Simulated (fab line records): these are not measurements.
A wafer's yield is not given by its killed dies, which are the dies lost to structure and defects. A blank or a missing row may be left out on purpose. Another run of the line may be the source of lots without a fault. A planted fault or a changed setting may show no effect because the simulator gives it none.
The tool behind it: which one? | flow sky130 | Sampling: 13 lots, 39 wafers, 5 of 708 route steps

WHAT THE GAUGES READ, wafer by wafer
SKY_FIELD_ISO_THK_MEAS_02.
lot  | measured    | on            | FIELD_ISO_OXIDATION_00_THK (nm)
L864 | day 1 18:56 | film-metro-04 | 12.20 12.36 12.34
L865 | day 1 21:58 | film-metro-04 | 11.88 12.09 12.19
L866 | day 2 03:22 | film-metro-01 | 12.21 12.18 12.11
L867 | day 2 08:14 | film-metro-04 | 12.68 12.71 12.78
L869 | day 2 17:38 | film-metro-01 | 12.56 12.51 12.32
L872 | day 3 08:38 | film-metro-01 | 12.26 11.96 12.28
L875 | day 3 23:48 | film-metro-04 | 12.10 12.07 11.98
L876 | day 4 05:42 | film-metro-04 | 12.24 12.25 12.23
L882 | day 5 12:11 | film-metro-04 | 12.64 12.79 12.70
L883 | day 5 15:38 | film-metro-01 | 12.22 12.34 12.14
L884 | day 5 20:50 | film-metro-01 | 12.35 12.38 12.41
L885 | day 6 01:38 | film-metro-01 | 12.01 12.21 12.28
L886 | day 6 07:27 | film-metro-01 | 12.09 12.24 12.12

SKY_FIELD_ISO_CD_MEAS_13: target cd 150 nm.
lot  | measured    | on        | cd-nm (nm)
L864 | day 2 11:11 | cd-sem-01 | 148.6 148.3 148.1
L865 | day 2 15:34 | cd-sem-01 | 152.4 151.7 150.7
L866 | day 2 21:09 | cd-sem-01 | 152.9 152.8 153.2
L867 | day 3 01:12 | cd-sem-02 | 150.4 149.9 150.2
L869 | day 3 14:40 | cd-sem-02 | 44.8 45.7 150.1
L872 | day 4 03:40 | cd-sem-02 | 45.3 150.3 152.5
L875 | day 4 17:53 | cd-sem-02 | 149.4 149.6 151.7
L876 | day 5 02:20 | cd-sem-02 | 150.3 149.0 150.3
L882 | day 6 10:07 | cd-sem-02 | 151.5 149.0 150.9
L883 | day 6 13:05 | cd-sem-01 | 151.1 152.2 150.7
L884 | day 6 17:43 | cd-sem-02 | 150.7 152.0 151.0
L885 | day 6 23:02 | cd-sem-01 | 149.2 150.1 150.9
L886 | day 7 05:07 | cd-sem-02 | 148.5 148.1 147.4

SKY_VT_ADJUST_LVTN_OVL_MEAS_07.
lot  | measured     | on         | VT_ADJUST_LVTN_OVL (nm)
L864 | day 7 02:52  | overlay-02 | -1.6 0.5 -3.2
L865 | day 7 09:31  | overlay-01 | -0.1 -0.2 1.0
L866 | day 7 15:28  | overlay-02 | 0.4 -0.9 -1.2
L867 | day 7 22:32  | overlay-02 | 0.6 -0.9 -0.9
L869 | day 8 13:44  | overlay-02 | -1.5
L872 | day 9 10:55  | overlay-01 | -1.3 -2.0
L875 | day 10 02:31 | overlay-02 | -0.4 -0.2 -1.3
L876 | day 10 13:38 | overlay-01 | -1.7 -1.5 -3.2
L882 | day 12 02:08 | overlay-01 | -1.9 -1.2 -1.9
L883 | day 12 08:20 | overlay-02 | -0.9 -0.3 0.0
L884 | day 12 15:28 | overlay-01 | -0.3 0.1 0.5
L885 | day 12 19:53 | overlay-02 | -0.9 0.0 0.8
L886 | day 13 03:31 | overlay-01 | -0.3 -0.1 -2.6

WHAT TOOL EACH LOT RAN ON (gives the tool, then ch and the chambers of the sampled wafers, and finally the start)
lot  | SKY_FIELD_ISO_EXPOSE_10          | SKY_FIELD_ISO_ETCH_17
L864 | krf-scanner-01 ch 0, day 2 04:16 | rie-si-02 ch 1,3, day 2 11:30
L865 | krf-scanner-02 ch 0, day 2 07:51 | rie-si-01 ch 0,2,3, day 2 15:53
L866 | krf-scanner-02 ch 0, day 2 13:12 | rie-si-02 ch 0,1,2, day 2 21:27
L867 | krf-scanner-02 ch 0, day 2 17:59 | rie-si-01 ch 0,1,2, day 3 01:30
L869 | krf-scanner-01 ch 0, day 3 06:43 | rie-si-01 ch 0,1,2, day 3 14:59
L872 | krf-scanner-01 ch 0, day 3 19:54 | rie-si-02 ch 0,2,3, day 4 03:59
L875 | krf-scanner-02 ch 0, day 4 09:53 | rie-si-01 ch 0,1,3, day 4 18:11
L876 | krf-scanner-02 ch 0, day 4 17:14 | rie-si-02 ch 0,1,3, day 5 02:35
L882 | krf-scanner-01 ch 0, day 6 00:49 | rie-si-02 ch 1,2, day 6 10:23
L883 | krf-scanner-01 ch 0, day 6 03:32 | rie-si-02 ch 0,2,3, day 6 13:23
L884 | krf-scanner-01 ch 0, day 6 08:32 | rie-si-01 ch 0,2,3, day 6 18:02
L885 | krf-scanner-02 ch 0, day 6 13:34 | rie-si-02 ch 0,1,2, day 6 23:20
L886 | krf-scanner-01 ch 0, day 6 19:54 | rie-si-01 ch 0,2,3, day 7 05:26
- SKY_FIELD_ISO_EXPOSE_10: exposes mask FOM, target cd 150 nm.
- SKY_FIELD_ISO_ETCH_17: etches Si in HBr/Cl2/O2, target depth 342 nm, time 97.7 s.

WHAT THE TOOLS THEMSELVES READ (means of the sampled wafers that have a number; where no wafer has one, the mark that the record gives instead)
SKY_FIELD_ISO_ETCH_17.
lot  | tool      | drypump-motor-current-A (A) | oes-product-au (a.u.) | throttle-valve-pct (%)
L864 | rie-si-02 | 5.94                        | 1.003                 | 25.656
L865 | rie-si-01 | 6.18                        | 1.008                 | 25.653
L866 | rie-si-02 | 5.98                        | 1.009                 | 25.646
L867 | rie-si-01 | 6.26                        | 1.009                 | 25.653
L869 | rie-si-01 | 6.25                        | 1.003                 | 25.665
L872 | rie-si-02 | 6.00                        | 1.008                 | 25.656
L875 | rie-si-01 | 6.33                        | 0.999                 | 25.657
L876 | rie-si-02 | 5.99                        | 1.008                 | 25.652
L882 | rie-si-02 | 5.96                        | 1.009                 | 25.641
L883 | rie-si-02 | 5.98                        | 1.006                 | 25.651
L884 | rie-si-01 | 6.17                        | 1.009                 | 25.655
L885 | rie-si-02 | 5.99                        | 1.002                 | 25.659
L886 | rie-si-01 | 6.18                        | 1.012                 | 25.648

THE ANSWER, worked out from the rows above alone
Rule: the usual values come from the lots themselves. Put in order of their means at a reading, lots are off if they are a third of the lots or fewer, leave a main group of 4 or more, and stand apart from it by a gap of 3 or more times the standard deviation of the main group's means; of several such gaps the widest counts. If all means in a main group match to the digits the tables above print for the reading, that group is not used. A lot without any number at a reading at which 4 lots or more have one is off too. Where the step has rows for the other lots, those lots are counted as sound. The gauges are gone through in route order, then the tools' own readings, and for those a lot's mean is taken as printed above. The first step at which some lot is off is used, and at that step the reading that is off furthest; a lot without a number counts as furthest.
Off: L869, L872 (SKY_FIELD_ISO_CD_MEAS_13, cd-nm). Main group: mean 150.4 nm, sd 1.4.
If a tool, at a process step before that reading, ran all the lots that are off and no sound lot after the first of them, it fits. Those tools and the gauges at SKY_FIELD_ISO_CD_MEAS_13 are tried in the same way. None of those tried fits.

WHAT THE SIMULATOR HAD PUT IN
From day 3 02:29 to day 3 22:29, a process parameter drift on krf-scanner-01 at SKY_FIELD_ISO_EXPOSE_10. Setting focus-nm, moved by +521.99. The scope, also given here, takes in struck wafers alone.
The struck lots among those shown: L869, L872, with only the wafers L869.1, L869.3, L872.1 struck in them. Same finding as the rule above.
